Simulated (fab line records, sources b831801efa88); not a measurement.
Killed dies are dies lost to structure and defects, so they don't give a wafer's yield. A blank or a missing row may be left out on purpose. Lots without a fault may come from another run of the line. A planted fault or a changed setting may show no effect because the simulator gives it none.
fab line records | flow sky130
record lots=11 wafers=33 last_day=50
route steps=708 shown METAL2@486 VIA2@513 PAD_OPEN@708
lots that met no fault: from a run of the same line without faults
start_h: hours from the record's first day to the start of the lot's first wafer shown | wait_h: hours since the lot's step before | " the same as in the row above | L1.1+2: a row that stands for several wafers | - no value, or no start given | * or withheld: withheld | < > ~ a bound
route shown NAME@n: a module of which the file shows steps, and the number in the route of the first | usual: mean/standard deviation of fault-free wafers | same: alike in all rows | chamber/n: place in a boat | sites: the reading at each site | _std_site: their standard deviation | _edge_site: outer sites' mean less inner sites' | radius_mm: how far each site lies from the wafer's centre | mask NAME#n: copy n | behind: the tool/chamber that last shaped the wafer | hold: why the lot was held/for how many hours/how that ended | device: the transistor (n, p or np) that didn't switch | end of line: the same wafers' tests at the end of the route | a step without rows: its recipe alone | killed: dies lost to structure and defects at the first sort, not the wafer's yield | map: a wafer's dies, x killed, . not, _ none there
set.NAME: the setting as run; set.NAME@STEP: as run at that earlier step | model.NAME: the simulator's own value behind a step, which no gauge read
steps of the route over a sample of lots; a table a step, a row a wafer
services: from which hour (start_h, from the record's first day; less than 0 if before it) a tool's chamber was out of use, for how many hours, and why
## steps
# step SKY_METAL2_SPUTTER_03
# recipe material=Ti target_thk_nm=5 power_w=3000 time_s=3.3 chamber_pressure_pa=0.4
# usual throttle_valve_pct=30.0/0.98
# columns lot.wafer tool chamber start_h wait_h throttle_valve_pct
L578.1 pvd_sputter-01 - 804.15 0.0 31.5
L578.2 " - " " 28.7
L578.6 " - " " 29.0
L580.3 pvd_sputter-04 - 822.98 0.0 29.1
L580.5 " - " " 28.7
L580.6 " - " " 29.4
L579.4 pvd_sputter-01 - 828.57 0.0 28.6
L579.5 " - " " 29.0
L579.6 " - " " 31.3
L581.1 pvd_sputter-01 - 834.83 0.0 31.3
L581.4 " - " " 28.5
L581.6 " - " " 28.5
L585.1 pvd_sputter-04 - 867.17 0.0 28.8
L585.2 " - " " 29.5
L585.5 " - " " 30.0
L586.3 pvd_sputter-01 - 875.03 0.0 31.3
L586.4 " - " " 29.0
L586.6 " - " " 28.5
L588.2 pvd_sputter-02 - 894.54 0.0 29.4
L588.4 " - " " 31.3
L588.6 " - " " 29.4
L591.3 pvd_sputter-04 - 916.55 0.0 29.5
L591.5 " - " " 29.6
L591.6 " - " " 28.7
L597.1 pvd_sputter-02 - 948.61 0.0 30.2
L597.3 " - " " 30.7
L597.6 " - " " 30.9
L598.2 pvd_sputter-04 - 954.58 0.0 29.2
L598.3 " - " " 28.8
L598.4 " - " " 30.0
L599.1 pvd_sputter-04 - 959.59 0.0 29.3
L599.2 " - " " 29.5
L599.3 " - " " 30.1
# step SKY_METAL2_THK_MEAS_06
# recipe thk_meas_gauge=xrf reads=AlCu_of_METAL2_SPUTTER_02
# usual METAL2_ALCU_THK=253/3.8
# columns lot.wafer tool chamber start_h wait_h METAL2_ALCU_THK[nm]
L578.1 film_metro-02 - 804.34 0.1 256
L578.2 " - " " 256
L578.6 " - " " 257
L580.3 film_metro-02 - 823.18 0.1 249
L580.5 " - " " 247
L580.6 " - " " 244
L579.4 film_metro-03 - 828.79 0.1 248
L579.5 " - " " 252
L579.6 " - " " 250
L581.1 film_metro-04 - 835.01 0.1 255
L581.4 " - " " 252
L581.6 " - " " 254
L585.1 film_metro-03 - 867.36 0.1 247
L585.2 " - " " 244
L585.5 " - " " 252
L586.3 film_metro-03 - 875.24 0.1 255
L586.4 " - " " 255
L586.6 " - " " 250
L588.2 film_metro-04 - 894.74 0.1 256
L588.4 " - " " 257
L588.6 " - " " 255
L591.3 film_metro-03 - 916.76 0.1 249
L591.5 " - " " 248
L591.6 " - " " 248
L597.1 film_metro-02 - 948.80 0.1 256
L597.3 " - " " 252
L597.6 " - " " 257
L598.2 film_metro-04 - 954.78 0.1 247
L598.3 " - " " 247
L598.4 " - " " 251
L599.1 film_metro-04 - 959.77 0.1 253
L599.2 " - " " 250
L599.3 " - " " 254
# step SKY_METAL2_DESCUM_17
# recipe chemistry=O2 source_power_w=150 bias_power_w=0 pressure_mtorr=10 temp_c=40 time_s=8
# usual drypump_motor_current_A=5.96/0.19 oes_product_au=0.999/0.013
# columns lot.wafer tool chamber start_h wait_h drypump_motor_current_A oes_product_au rf_hours_counter_h
L578.1 rie_metal-03 1 828.00 0.0 5.98 0.984 4
L578.2 " 1 " " 5.97 0.984 -
L578.6 " 1 " " 5.97 0.966 -
L580.3 rie_metal-03 1 848.56 0.0 5.96 0.991 -
L580.5 " 1 " " 5.97 0.989 -
L580.6 " 0 " " 5.62 1.018 -
L579.4 rie_metal-02 1 854.61 0.0 6.39 1.011 -
L579.5 " 1 " " 6.35 0.998 -
L579.6 " 0 " " 6.00 0.979 -
L581.1 rie_metal-02 0 861.20 0.0 5.99 0.977 7
L581.4 " 0 " " 6.02 0.969 -
L581.6 " 0 " " 5.99 0.982 -
L585.1 rie_metal-03 1 891.55 0.0 5.96 0.979 6
L585.2 " 0 " " 5.61 1.011 11
L585.5 " 0 " " 5.62 1.005 -
L586.3 rie_metal-02 0 903.86 0.0 6.00 0.989 -
L586.4 " 1 " " 6.37 1.010 -
L586.6 " 1 " " 6.36 1.013 -
L588.2 rie_metal-01 1 919.60 0.0 5.92 1.004 -
L588.4 " 1 " " 5.95 1.015 -
L588.6 " 1 " " 5.94 1.007 -
L591.3 rie_metal-01 1 941.66 0.0 5.92 0.997 -
L591.5 " 1 " " 5.94 0.999 -
L591.6 " 0 " " 5.96 0.999 -
L597.1 rie_metal-01 0 973.20 0.0 5.95 0.999 10
L597.3 " 1 " " 5.95 0.993 -
L597.6 " 0 " " 5.98 1.004 -
L598.2 rie_metal-01 0 979.00 0.0 5.94 0.998 10
L598.3 " 0 " " 5.96 0.996 -
L598.4 " 1 " " 5.92 0.994 -
L599.1 rie_metal-02 0 983.19 0.0 5.99 0.999 13
L599.2 " 1 " " 6.35 1.006 7
L599.3 " 1 " " 6.35 1.012 -
# step SKY_VIA2_COAT_06
# recipe resist=BARC temp_c=withheld time_s=withheld spin_rpm=3000 resist_thk_nm=60
# usual dispense_pressure_kPa=46.5/2 exhaust_pa=45.0/1
# columns lot.wafer tool chamber start_h wait_h dispense_pressure_kPa exhaust_pa
L578.1 litho_track-03 0 842.85 0.1 45.3 46.6
L578.2 " 0 " " 45.3 45.1
L578.6 " 0 " " 45.3 45.7
L580.3 litho_track-02 0 862.04 0.1 49.3 43.5
L580.5 " 0 " " 49.3 42.8
L580.6 " 0 " " 49.3 42.8
L579.4 litho_track-04 0 868.87 0.1 44.9 46.1
L579.5 " 0 " " 44.9 45.0
L579.6 " 0 " " 44.9 44.6
L581.1 litho_track-04 0 875.39 0.1 44.9 45.1
L581.4 " 0 " " 44.9 46.1
L581.6 " 0 " " 44.9 45.8
L585.1 litho_track-03 0 906.05 0.1 45.3 46.8
L585.2 " 0 " " 45.3 45.2
L585.5 " 0 " " 45.2 44.8
L586.3 litho_track-02 0 917.34 0.1 49.3 43.7
L586.4 " 0 " " 49.3 43.5
L586.6 " 0 " " 49.3 43.8
L588.2 litho_track-02 0 933.66 0.1 49.2 45.6
L588.4 " 0 " " 49.3 46.3
L588.6 " 0 " " 49.3 45.7
L591.3 litho_track-02 0 954.64 0.1 49.3 44.7
L591.5 " 0 " " 49.3 45.8
L591.6 " 0 " " 49.3 46.7
L597.1 litho_track-04 0 985.74 0.1 44.9 43.6
L597.3 " 0 " " 44.9 44.4
L597.6 " 0 " " 44.9 45.0
L598.2 litho_track-03 0 992.22 0.1 45.3 43.9
L598.3 " 0 " " 45.3 44.6
L598.4 " 0 " " 45.3 43.5
L599.1 litho_track-03 0 995.65 0.1 45.3 44.2
L599.2 " 0 " " 45.3 44.6
L599.3 " 0 " " 45.2 45.7
# step SKY_VIA2_ETCH_14
# recipe chemistry=N2/H2 target=BARC ion_energy_ev=200 source_w=500 bias_w=100 pressure_mtorr=30 n2_flow_sccm=100 h2_flow_sccm=200 stop_on=SiO2 time_s=45.9 target_depth_a=600
# usual drypump_motor_current_A=5.7/0.45 h2_flow_sccm=200.0/0.58 oes_product_au=0.854/0.0045 throttle_valve_pct=13.226/0.0091
# columns lot.wafer tool chamber start_h wait_h drypump_motor_current_A h2_flow_sccm oes_product_au rf_hours_counter_h throttle_valve_pct
L578.1 rie_diel-04 0 855.64 0.0 5.6 199.7 0.866 12 13.224
L578.2 " 1 " " 5.1 200.6 0.858 21 13.228
L578.6 " 3 " " 5.4 199.8 0.862 - 13.223
L580.3 rie_diel-02 2 875.52 0.0 5.8 200.1 0.855 - 13.236
L580.5 " 2 " " 5.8 200.7 0.853 - 13.225
L580.6 " 3 " " 6.4 200.4 0.862 - 13.237
L579.4 rie_diel-04 3 882.02 0.0 5.4 200.2 0.850 - 13.225
L579.5 " 0 " " 5.6 201.2 0.855 - 13.218
L579.6 " 2 " " 5.7 199.9 0.856 - 13.246
L581.1 rie_diel-02 3 888.44 0.0 6.4 200.9 0.853 15 13.238
L581.4 " 0 " " 6.2 199.6 0.858 - 13.230
L581.6 " 0 " " 6.2 200.3 0.856 - 13.214
L585.1 rie_diel-02 0 918.75 0.0 6.2 200.2 0.854 14 13.218
L585.2 " 2 " " 5.8 199.6 0.858 22 13.217
L585.5 " 2 " " 5.8 200.3 0.859 - 13.220
L586.3 rie_diel-02 3 930.24 0.0 6.4 199.6 0.858 16 13.239
L586.4 " 2 " " 5.8 200.8 0.857 23 13.215
L586.6 " 0 " " 6.2 199.5 0.849 - 13.235
L588.2 rie_diel-01 3 946.80 0.0 6.2 201.1 0.853 3 13.213
L588.4 " 1 " " 5.0 199.8 0.858 22 13.223
L588.6 " 2 " " 5.5 199.8 0.851 - 13.223
L591.3 rie_diel-04 3 967.80 0.0 5.5 199.8 0.838 8 13.214
L591.5 " 1 " " 5.1 200.3 0.843 - 13.229
L591.6 " 0 " " 5.6 199.7 0.842 - 13.217
L597.1 rie_diel-01 1 997.80 0.0 5.0 199.7 0.860 23 13.228
L597.3 " 2 " " 5.5 200.2 0.858 22 13.227
L597.6 " 1 " " 5.0 199.8 0.857 - 13.235
L598.2 rie_diel-01 0 1003.95 0.0 5.6 200.8 0.844 9 13.224
L598.3 " 2 " " 5.5 200.1 0.850 22 13.211
L598.4 " 0 " " 5.6 200.8 0.856 - 13.227
L599.1 rie_diel-01 1 1007.75 0.0 5.0 200.4 0.859 23 13.241
L599.2 " 2 " " 5.5 200.3 0.857 22 13.227
L599.3 " 0 " " 5.6 199.3 0.857 9 13.225
# step SKY_PAD_OPEN_PROBE_99
# usual defect_limited_yield=82.8/2 killed_at_M0_to_M3=43/7.8 killed_at_M4_up=3.2/1.9 killed_at_contacts=24/5 killed_at_front_end=14/4.5 killed_at_other=0.2/0.41 killed_dies=84/9.6 killed_open=47/6.9 killed_short=38/6 sort_bin_3_pad_short=0.8/0.43 sort_bin_5_function=10.1/1.4 sort_bin_6_memory=6.3/1.1 sort_n_pass=408/9.6 sort_yield_pct=82.8/2
# same gross_dies=492 killed_at_back_side=0 sort_bin_4_leakage[%]=0 sort_bin_8_speed[%]=0
# columns lot.wafer tool chamber start_h wait_h defect_limited_yield[%] killed_at_M0_to_M3 killed_at_M4_up killed_at_contacts killed_at_front_end killed_at_other killed_dies killed_open killed_short sort_bin_3_pad_short[%] sort_bin_5_function[%] sort_bin_6_memory[%] sort_n_pass sort_yield_pct[%]
L598.2 prober-01 - 1195.40 0.1 81.3 49 0 26 17 0 92 49 43 0.8 9.3 8.5 400 81.3
L598.3 prober-01 - 1195.45 0.2 80.3 57 5 25 10 0 97 39 58 1.0 12.6 6.1 395 80.3
L598.4 prober-01 - 1195.50 0.2 82.7 37 3 27 18 0 85 43 42 0.8 10.4 6.1 407 82.7
# killed by level:class
L598.2 METAL2:geometric_particle:short=9 VIA3:geometric_particle:open=9 LI_CONTACT:geometric_particle:open=7 VIA1:geometric_particle:open=7 FIELD_ISO:geometric_particle:open=6 LOCAL_INTERCONNECT:geometric_particle:short=6 CONTACT:geometric_particle:short=5 CONTACT:geometric_particle:open=5
L598.3 VIA1:geometric_particle:open=11 LOCAL_INTERCONNECT:geometric_particle:short=9 METAL1:geometric_particle:short=8 METAL3:geometric_particle:short=7 METAL2:geometric_particle:short=6 VIA1:geometric_particle:short=6 VIA2:geometric_particle:open=6 CONTACT:geometric_particle:short=5
L598.4 LI_CONTACT:geometric_particle:open=11 METAL2:geometric_particle:short=7 VIA2:geometric_particle:open=7 LOCAL_INTERCONNECT:geometric_particle:short=6 VIA1:geometric_particle:open=6 POLY_GATE:geometric_particle:open=5 CONTACT:geometric_particle:short=5 CONTACT:geometric_particle:open=5
## services
# columns tool chamber start_h hours kind
pvd_sputter-01 - 783.51 7.0 repair
rie_metal-01 - 786.64 0.2 repair
pvd_sputter-04 - 793.38 1.8 repair
rie_metal-02 - 800.81 0.6 repair
rie_diel-01 0 806.70 5.4 repair
rie_diel-02 - 818.36 2.8 pm
rie_diel-02 - 827.24 14.6 pm
rie_diel-01 2 839.34 49.8 repair
rie_metal-02 - 855.97 0.8 repair
rie_diel-02 - 864.72 0.3 repair
rie_diel-02 0 868.22 10.3 repair
rie_metal-02 - 881.20 0.7 repair
pvd_sputter-01 - 881.97 18.4 repair
rie_diel-02 2 882.95 8.6 repair
rie_diel-02 0 889.35 3.4 repair
rie_metal-01 0 911.02 9.7 repair
rie_metal-02 - 919.90 2.8 pm
pvd_sputter-04 - 923.37 1.8 repair
rie_metal-01 - 966.48 0.8 repair
pvd_sputter-04 - 978.23 4.6 repair
rie_diel-01 2 982.58 4.0 repair
rie_diel-01 1 984.18 3.6 repair
pvd_sputter-04 - 993.71 3.4 repair
rie_diel-01 3 999.13 9.9 repair
## key
first_sign step=SKY_VIA2_ETCH_14 reading=oes_product_au direction=down sigmas=3 usual=0.854 struck=0.841
effect none on later readings
met_at SKY_VIA2_COAT_06
struck_lots L591
not_acting_at SKY_METAL2_SPUTTER_03,SKY_METAL2_THK_MEAS_06,SKY_METAL2_DESCUM_17
onset_between 933.66 954.64
also_fits SKY_VIA2_ETCH_14:rie_diel-04
fault kind=process_parameter_drift tool=litho_track-02 chamber=- onset_h=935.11 steps=SKY_VIA2_COAT_06 channel=resist_thk_nm offset=-1.6658 shape=step end_h=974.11 acts_in=these_recipes_only stated=60
